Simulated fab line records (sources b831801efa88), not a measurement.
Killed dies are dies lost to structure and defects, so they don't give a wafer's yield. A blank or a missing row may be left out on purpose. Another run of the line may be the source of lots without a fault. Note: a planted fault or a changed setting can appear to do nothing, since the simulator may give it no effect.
fab line records    flow gf180mcu
record lots=13  wafers=39  last-day=34
route steps=602 shown MVSD@70 MVPSD@89 DUAL_GATE@154 HV_LDD@187
lots that met no fault: from a run of the same line without faults
start-h: start of the lot's first displayed wafer, in hours after the record's first day    wait-h: hours since the lot's step before    " repeats the value in the row above    L1.1+2: a row that stands for several wafers    - no value, or no start given    * or withheld: withheld    < > ~ a bound
route shown NAME@n: NAME is a module with steps in the file, n the number in the route of the first one    usual: mean and standard deviation over wafers with no fault    same: alike in all rows    chamber/n: place in a boat    sites: readings site by site    _std_site: the values' standard deviation    _edge_site: the outer-site mean with the inner-site mean subtracted    radius-mm: for every site, how far away it sits from the centre of the wafer    mask NAME#n: copy n    behind: the tool/chamber that last shaped the wafer    hold: the reason the lot was held/the length of the hold in hours/how it ended    device: names the non-switching transistor (n, p or np)    end of line: at the end of the route, the tests of the same wafers    a step given without rows: its recipe and nothing more    killed: dies lost to structure and defects at the first sort, not the wafer's yield    map: per-die view of a wafer (x killed, . not killed, _ where there is no die)
set.NAME: setting as actually run; set.NAME@STEP: the setting as run at that earlier step    model.NAME: the simulator's own value behind a step, which no gauge read
one table for each step of the route and one row for each wafer, over a sample of lots
services: the hour from which a tool's chamber was out of use, counted from the record's first day as start-h (under 0 if before that day), plus the number of hours and why
## steps
# step GF_MVSD_EXPOSE_04
# recipe mask-id=MVSD  target-cd-nm=1000  na=0.6  source-shape=conventional  sigma-outer=0.6  dose-mj=260
lot.wafer   tool              chamber  start-h  wait-h  mask
L145.3+4+6  iline-stepper-01  0        96.19    -       MVSD#0
L146.1+4+6  iline-stepper-02  0        104.33   -       MVSD#0
L148.1+3+5  iline-stepper-02  0        119.03   -       MVPSD#0
L149.3+4+5  iline-stepper-02  0        128.02   -       MVSD#0
L152.4+5+6  iline-stepper-02  0        142.18   -       MVSD#0
L154.2+4+6  iline-stepper-02  0        155.25   -       MVSD#0
L156.3+4+6  iline-stepper-02  0        166.19   -       MVSD#0
L157.2+3+5  iline-stepper-02  0        171.76   -       MVSD#0
L159.1+2+6  iline-stepper-02  0        177.07   -       MVSD#0
L160.4+5+6  iline-stepper-02  0        184.04   -       MVSD#0
L161.2+3+4  iline-stepper-02  0        190.47   -       MVSD#0
L162.2+4+5  iline-stepper-02  0        199.87   -       MVSD#0
L164.3+4+5  iline-stepper-02  0        205.57   -       MVSD#0
# step GF_MVSD_OVL_MEAS_07
# usual MVSD_OVL=0.6/1.5
lot.wafer  tool        chamber  start-h  wait-h  MVSD_OVL[nm]
L145.3     overlay-02  -        102.31   -       1.9
L145.4     "           -        "        "       -0.6
L145.6     "           -        "        "       0.4
L146.1     overlay-01  -        111.43   -       1.4
L146.4     "           -        "        "       3.6
L146.6     "           -        "        "       3.0
L148.1     overlay-01  -        126.40   -       -
L148.3     "           -        "        "       -
L148.5     "           -        "        "       -
L149.3     overlay-01  -        134.11   -       0.5
L149.4     "           -        "        "       1.9
L149.5     "           -        "        "       -0.2
L152.4     overlay-01  -        150.05   -       -1.4
L152.5     "           -        "        "       0.3
L152.6     "           -        "        "       -2.0
L154.2     overlay-01  -        162.79   -       2.3
L154.4     "           -        "        "       -0.6
L154.6     "           -        "        "       1.9
L156.3     overlay-01  -        173.96   -       3.1
L156.4     "           -        "        "       3.2
L156.6     "           -        "        "       2.1
L157.2     overlay-01  -        179.36   -       1.3
L157.3     "           -        "        "       2.0
L157.5     "           -        "        "       0.8
L159.1     overlay-01  -        185.99   -       2.1
L159.2     "           -        "        "       2.5
L159.6     "           -        "        "       4.2
L160.4     overlay-01  -        192.30   -       -0.3
L160.5     "           -        "        "       -1.5
L160.6     "           -        "        "       0.6
L161.2     overlay-01  -        198.70   -       0.7
L161.3     "           -        "        "       0.6
L161.4     "           -        "        "       1.5
L162.2     overlay-02  -        208.35   -       0.2
L162.4     "           -        "        "       1.9
L162.5     "           -        "        "       1.7
L164.3     overlay-02  -        213.56   -       1.4
L164.4     "           -        "        "       -1.6
L164.5     "           -        "        "       -1.0
# step GF_MVSD_TW_MEAS_11
# usual MVSD_TW=1571/20
lot.wafer  tool           chamber  start-h  wait-h  MVSD_TW
L145.3     film-metro-03  -        102.75   0.1     1598
L145.4     "              -        "        "       1600
L145.6     "              -        "        "       1602
L146.1     film-metro-02  -        111.87   0.1     1548
L146.4     "              -        "        "       1540
L146.6     "              -        "        "       1550
L148.1     film-metro-03  -        126.83   0.1     30
L148.3     "              -        "        "       30
L148.5     "              -        "        "       30
L149.3     film-metro-03  -        134.55   0.1     1598
L149.4     "              -        "        "       1602
L149.5     "              -        "        "       1595
L152.4     film-metro-02  -        150.50   0.1     1547
L152.5     "              -        "        "       1546
L152.6     "              -        "        "       1546
L154.2     film-metro-03  -        163.23   0.1     1584
L154.4     "              -        "        "       1585
L154.6     "              -        "        "       1582
L156.3     film-metro-01  -        174.40   0.1     1577
L156.4     "              -        "        "       1575
L156.6     "              -        "        "       1571
L157.2     film-metro-01  -        179.80   0.1     1566
L157.3     "              -        "        "       1564
L157.5     "              -        "        "       1569
L159.1     film-metro-02  -        186.43   0.1     1553
L159.2     "              -        "        "       1549
L159.6     "              -        "        "       1549
L160.4     film-metro-02  -        192.75   0.1     1559
L160.5     "              -        "        "       1553
L160.6     "              -        "        "       1549
L161.2     film-metro-03  -        199.14   0.1     1589
L161.3     "              -        "        "       1593
L161.4     "              -        "        "       1597
L162.2     film-metro-02  -        208.79   0.1     1556
L162.4     "              -        "        "       1557
L162.5     "              -        "        "       1549
L164.3     film-metro-03  -        214.01   0.1     1586
L164.4     "              -        "        "       1592
L164.5     "              -        "        "       1580
# step GF_MVPSD_TW_MEAS_11
# usual MVPSD_TW=552/5.2
lot.wafer  tool           chamber  start-h  wait-h  MVPSD_TW
L145.3     film-metro-03  -        116.80   0.1     557
L145.4     "              -        "        "       557
L145.6     "              -        "        "       557
L146.1     film-metro-01  -        126.43   0.1     553
L146.4     "              -        "        "       553
L146.6     "              -        "        "       555
L148.1     film-metro-01  -        140.89   0.1     1602
L148.3     "              -        "        "       1601
L148.5     "              -        "        "       1595
L149.3     film-metro-01  -        150.14   0.1     553
L149.4     "              -        "        "       553
L149.5     "              -        "        "       552
L152.4     film-metro-01  -        166.92   0.1     553
L152.5     "              -        "        "       553
L152.6     "              -        "        "       555
L154.2     film-metro-02  -        179.45   0.1     546
L154.4     "              -        "        "       542
L154.6     "              -        "        "       544
L156.3     film-metro-03  -        192.01   0.1     558
L156.4     "              -        "        "       557
L156.6     "              -        "        "       557
L157.2     film-metro-02  -        196.73   0.1     547
L157.3     "              -        "        "       544
L157.5     "              -        "        "       548
L159.1     film-metro-01  -        202.89   0.1     549
L159.2     "              -        "        "       547
L159.6     "              -        "        "       550
L160.4     film-metro-01  -        210.74   0.1     551
L160.5     "              -        "        "       552
L160.6     "              -        "        "       547
L161.2     film-metro-01  -        216.57   0.1     548
L161.3     "              -        "        "       550
L161.4     "              -        "        "       553
L162.2     film-metro-02  -        226.50   0.1     542
L162.4     "              -        "        "       545
L162.5     "              -        "        "       544
L164.3     film-metro-03  -        232.81   0.1     556
L164.4     "              -        "        "       553
L164.5     "              -        "        "       556
# step GF_DUAL_GATE_STRIP_13
# recipe chemistry=O2/N2  power-w=1400  pressure-mtorr=1500  platen-temp-c=250  o2-flow-sccm=3000  n2-flow-sccm=300  overash-fraction=0.5
# usual drypump-motor-current-A=6.1/0.5  heater-power-w=321/20  oes-product-au=0.716/0.0048  strip-time-to-endpoint-s=12.63/0.033
# same overash-fraction=0.5
lot.wafer  tool             chamber  start-h  wait-h  drypump-motor-current-A  heater-power-w  oes-product-au  rf-hours-counter-h  strip-time-to-endpoint-s
L145.3     plasma-asher-02  1        197.05   0.0     6.5                      315             0.709           -                   12.67
L145.4     "                0        "        "       5.7                      315             0.717           -                   12.62
L145.6     "                0        "        "       5.6                      312             0.712           -                   12.63
L146.1     plasma-asher-04  1        210.61   0.0     5.5                      319             0.720           10                  12.68
L146.4     "                1        "        "       5.4                      312             0.712           -                   12.63
L146.6     "                1        "        "       5.4                      316             0.707           -                   12.63
L148.1     plasma-asher-02  0        225.66   0.0     5.7                      315             0.709           56                  12.65
L148.3     "                1        "        "       6.5                      308             0.716           -                   12.68
L148.5     "                0        "        "       5.6                      314             0.716           -                   12.63
L149.3     plasma-asher-03  1        236.85   0.0     6.8                      353             0.718           -                   12.61
L149.4     "                0        "        "       5.8                      314             0.720           -                   12.58
L149.5     "                0        "        "       5.8                      309             0.718           -                   12.56
L152.4     plasma-asher-04  1        257.15   0.0     5.5                      329             0.716           -                   12.64
L152.5     "                0        "        "       5.5                      301             0.724           -                   12.67
L152.6     "                1        "        "       5.4                      317             0.716           -                   12.66
L154.2     plasma-asher-02  1        268.72   0.0     6.5                      300             0.714           61                  12.56
L154.4     "                1        "        "       6.5                      308             0.718           -                   12.55
L154.6     "                1        "        "       6.5                      315             0.709           -                   12.58
L156.3     plasma-asher-03  1        286.55   0.0     6.7                      362             0.705           -                   12.64
L156.4     "                0        "        "       5.8                      317             0.717           -                   12.66
L156.6     "                0        "        "       5.7                      310             0.711           -                   12.60
L157.2     plasma-asher-03  1        293.46   0.0     6.8                      357             0.721           50                  12.63
L157.3     "                1        "        "       6.8                      354             0.716           -                   12.61
L157.5     "                0        "        "       5.7                      304             0.717           -                   12.62
L159.1     plasma-asher-02  0        299.31   0.0     5.6                      312             0.719           64                  12.65
L159.2     "                1        "        "       6.5                      302             0.715           64                  12.62
L159.6     "                0        "        "       5.6                      315             0.723           -                   12.61
L160.4     plasma-asher-02  1        307.48   0.0     6.5                      302             0.714           -                   12.66
L160.5     "                0        "        "       5.7                      305             0.716           -                   12.63
L160.6     "                1        "        "       6.5                      307             0.723           -                   12.61
L161.2     plasma-asher-03  0        316.76   0.0     5.8                      307             0.719           53                  12.64
L161.3     "                1        "        "       6.8                      363             0.715           -                   12.66
L161.4     "                0        "        "       5.8                      311             0.718           -                   12.62
L162.2     plasma-asher-03  0        326.42   0.0     5.7                      318             0.714           54                  12.64
L162.4     "                0        "        "       5.8                      313             0.717           -                   12.58
L162.5     "                1        "        "       6.8                      357             0.720           -                   12.62
L164.3     plasma-asher-02  0        335.96   0.0     5.7                      303             0.712           -                   12.68
L164.4     "                1        "        "       6.5                      305             0.713           -                   12.61
L164.5     "                0        "        "       5.7                      314             0.715           -                   12.60
# step GF_HV_LDD_TW_MEAS_11
# usual HV_LDD_TW=2398/25
lot.wafer  tool           chamber  start-h  wait-h  HV_LDD_TW
L145.3     film-metro-03  -        238.89   0.1     2405
L145.4     "              -        "        "       2408
L145.6     "              -        "        "       2416
L146.1     film-metro-03  -        254.63   0.1     2426
L146.4     "              -        "        "       2417
L146.6     "              -        "        "       2415
L148.1     film-metro-02  -        267.71   0.1     2368
L148.3     "              -        "        "       2362
L148.5     "              -        "        "       2364
L149.3     film-metro-01  -        280.00   0.1     2397
L149.4     "              -        "        "       2394
L149.5     "              -        "        "       2396
L152.4     film-metro-03  -        301.59   0.1     2442
L152.5     "              -        "        "       2424
L152.6     "              -        "        "       2424
L154.2     film-metro-02  -        314.12   0.1     2373
L154.4     "              -        "        "       2383
L154.6     "              -        "        "       2363
L156.3     film-metro-01  -        333.90   0.1     2401
L156.4     "              -        "        "       2418
L156.6     "              -        "        "       2421
L157.2     film-metro-02  -        342.16   0.1     2374
L157.3     "              -        "        "       2363
L157.5     "              -        "        "       2375
L159.1     film-metro-01  -        348.26   0.1     2414
L159.2     "              -        "        "       2418
L159.6     "              -        "        "       2409
L160.4     film-metro-01  -        359.83   0.1     2409
L160.5     "              -        "        "       2420
L160.6     "              -        "        "       2396
L161.2     film-metro-03  -        368.27   0.1     2419
L161.3     "              -        "        "       2410
L161.4     "              -        "        "       2416
L162.2     film-metro-02  -        381.72   0.1     2369
L162.4     "              -        "        "       2367
L162.5     "              -        "        "       2360
L164.3     film-metro-02  -        392.32   0.1     2361
L164.4     "              -        "        "       2358
L164.5     "              -        "        "       2364
# step GF_HV_LDD_STRIP_49
# recipe chemistry=O2/N2  power-w=1400  pressure-mtorr=1500  platen-temp-c=250  o2-flow-sccm=3000  n2-flow-sccm=300  overash-fraction=0.5
# usual drypump-motor-current-A=5.8/0.51  heater-power-w=330/21  oes-product-au=0.716/0.0041  strip-time-to-endpoint-s=12.62/0.04
# same overash-fraction=0.5
lot.wafer  tool             chamber  start-h  wait-h  drypump-motor-current-A  heater-power-w  oes-product-au  rf-hours-counter-h  strip-time-to-endpoint-s
L145.3     plasma-asher-01  1        296.57   0.1     5.3                      351             0.717           -                   12.64
L145.4     "                0        "        "       5.7                      318             0.718           -                   12.61
L145.6     "                1        "        "       5.3                      363             0.717           -                   12.65
L146.1     plasma-asher-04  0        315.18   0.1     5.5                      309             0.715           19                  12.61
L146.4     "                0        "        "       5.5                      305             0.713           -                   12.58
L146.6     "                0        "        "       5.5                      311             0.718           -                   12.57
L148.1     plasma-asher-01  0        329.25   0.1     5.7                      318             0.716           69                  12.69
L148.3     "                1        "        "       5.3                      350             0.719           -                   12.65
L148.5     "                0        "        "       5.8                      316             0.713           -                   12.66
L149.3     plasma-asher-03  1        341.97   0.1     6.8                      356             0.712           -                   12.63
L149.4     "                0        "        "       5.8                      304             0.719           -                   12.61
L149.5     "                1        "        "       6.8                      360             0.720           -                   12.66
L152.4     plasma-asher-03  1        364.18   0.1     6.8                      362             0.715           -                   12.57
L152.5     "                1        "        "       6.8                      356             0.705           -                   12.61
L152.6     "                0        "        "       5.8                      319             0.712           -                   12.57
L154.2     plasma-asher-01  0        379.03   0.1     5.7                      323             0.712           74                  12.63
L154.4     "                1        "        "       5.3                      350             0.713           -                   12.64
L154.6     "                0        "        "       5.7                      328             0.716           -                   12.61
L156.3     plasma-asher-04  1        399.39   0.1     5.4                      319             0.706           -                   12.64
L156.4     "                0        "        "       5.5                      299             0.712           -                   12.57
L156.6     "                1        "        "       5.5                      325             0.716           -                   12.60
L157.2     plasma-asher-01  0        410.08   0.1     5.7                      326             0.721           78                  12.58
L157.3     "                1        "        "       5.3                      347             0.710           -                   12.58
L157.5     "                1        "        "       5.3                      352             0.722           -                   12.57
L159.1     plasma-asher-03  1        415.41   0.1     6.8                      361             0.716           63                  12.65
L159.2     "                0        "        "       5.8                      306             0.716           63                  12.67
L159.6     "                0        "        "       5.7                      311             0.712           -                   12.64
L160.4     plasma-asher-03  1        428.74   0.1     6.8                      354             0.718           -                   12.73
L160.5     "                1        "        "       6.8                      361             0.713           -                   12.74
L160.6     "                0        "        "       5.8                      312             0.713           -                   12.71
L161.2     plasma-asher-01  0        437.48   0.1     5.7                      309             0.717           1                   12.57
L161.3     "                0        "        "       5.8                      311             0.718           -                   12.64
L161.4     "                1        "        "       5.3                      350             0.713           -                   12.62
L162.2     plasma-asher-01  1        453.28   0.1     5.3                      351             0.717           3                   12.56
L162.4     "                1        "        "       5.3                      343             0.711           -                   12.57
L162.5     "                1        "        "       5.3                      352             0.716           -                   12.53
L164.3     plasma-asher-04  0        465.44   0.1     5.5                      308             0.713           -                   12.64
L164.4     "                1        "        "       5.4                      325             0.709           -                   12.65
L164.5     "                0        "        "       5.5                      308             0.713           -                   12.67
## services
tool              chamber  start-h  hours  kind
plasma-asher-03   -        98.06    2.1    repair
plasma-asher-04   -        108.75   9.0    pm
plasma-asher-04   -        212.70   17.5   pm
plasma-asher-04   -        244.05   1.3    repair
plasma-asher-03   -        255.79   1.2    repair
plasma-asher-03   -        261.26   0.7    repair
plasma-asher-01   -        299.68   14.6   pm
plasma-asher-04   -        302.50   2.8    pm
iline-stepper-02  -        313.17   4.4    repair
plasma-asher-01   -        314.28   2.8    pm
iline-stepper-02  -        317.55   1.7    pm
plasma-asher-01   -        323.08   2.9    repair
plasma-asher-03   -        328.38   2.8    pm
plasma-asher-03   -        332.94   2.3    repair
iline-stepper-02  -        340.74   5.8    repair
iline-stepper-02  -        350.44   5.3    repair
plasma-asher-04   -        353.10   3.6    repair
plasma-asher-01   -        361.16   1.3    repair
iline-stepper-02  -        367.86   2.6    repair
iline-stepper-02  -        370.51   14.3   repair
plasma-asher-01   -        421.25   9.0    pm
iline-stepper-02  -        428.81   0.5    repair
plasma-asher-03   -        428.83   2.8    repair
plasma-asher-03   -        429.86   11.1   repair
## key
first-sign step=GF_MVSD_EXPOSE_04  reading=mask  direction=changed
effect step=GF_MVSD_OVL_MEAS_07  reading=MVSD_OVL  direction=missing
effect step=GF_MVSD_TW_MEAS_11  reading=MVSD_TW  direction=down  sigmas=78  usual=1571  struck=30
effect step=GF_MVPSD_TW_MEAS_11  reading=MVPSD_TW  direction=up  sigmas=99+  usual=552  struck=1599
met-at GF_MVSD_EXPOSE_04
struck-lots L148
sort-left-out L148.1,L148.3,L148.5
tester-left-out L148
not-acting-at GF_DUAL_GATE_STRIP_13,GF_HV_LDD_TW_MEAS_11,GF_HV_LDD_STRIP_49
onset-between 104.33 119.03
fault kind=wrong-mask  tool=any  chamber=-  onset-h=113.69  steps=GF_MVSD_EXPOSE_04  aux-copy=MVPSD#0  scope=struck-lots-only
# tester-left-out: of these lots the tester's yield and bins aren't shown, on N5 and GAA mostly nor the transistor test; their killed dies are dies lost to structure and defects alone, not to doping, threshold or leakage, so they don't give the yield
# sort-left-out: the simulated sort isn't trusted on such a fault, so these wafers' sort isn't shown, and their yield isn't known
